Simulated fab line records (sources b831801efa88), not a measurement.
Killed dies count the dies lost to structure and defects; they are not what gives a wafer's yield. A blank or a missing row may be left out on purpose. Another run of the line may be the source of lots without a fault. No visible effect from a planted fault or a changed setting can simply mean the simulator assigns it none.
The same fault as seen by 2 desks | flow sfqLine | each desk holds nothing but its own numbers, with what lay behind them at the end

THE TOOL OWNER'S DESK: lithoTrack-03
The tool's own readings at SFQ_TRILAYER_I3_VIA_LITHO_PEB_088 (peb time 60 s): means of the sampled wafers that have a number, for each lot that ran on this tool. A lot is out of limits, marked OUT, if its mean lies more than 4 standard deviations from the usual mean; the brackets give that distance.
Columns: A = resistLineTempC at SFQ_TRILAYER_I3_VIA_LITHO_PEB_088, usual 23.02 C
lot  | first seen here | A
L330 | day 52 15:20    | 23.09
L341 | day 57 09:38    | 22.92
L344 | day 58 06:00    | 23.11
Result from this desk: across the 3 lots, nothing is out of limits.

AT THE METROLOGY DESK
What the gauges read, lot by lot, whatever tool the lot ran on: means of the sampled wafers that have a number. A lot is out of limits, marked OUT, if its mean lies more than 4 standard deviations from the usual mean; the brackets give that distance.
Columns: A = I3_BOW at SFQ_I3_BOW_MEAS_922, usual 3 um; B = I3_OVL at SFQ_I3_OVL_MEAS_923, usual -1 nm
lot  | first seen here | A   | B
L330 | day 46 13:56    | -5  | -5
L340 | day 51 05:20    | 4   | 3
L341 | day 51 14:21    | 8   | 1
L344 | day 52 05:18    | 6   | 5
L346 | day 52 15:25    | 6   | 0
L347 | day 52 19:17    | -11 | 2
Result from this desk: across the 6 lots, nothing is out of limits.

BROUGHT TOGETHER
Nothing out of limits was seen by the tool owner's desk.
Nothing out of limits was seen by the metrology desk.

WHAT HAD BEEN PUT IN BY THE SIMULATOR
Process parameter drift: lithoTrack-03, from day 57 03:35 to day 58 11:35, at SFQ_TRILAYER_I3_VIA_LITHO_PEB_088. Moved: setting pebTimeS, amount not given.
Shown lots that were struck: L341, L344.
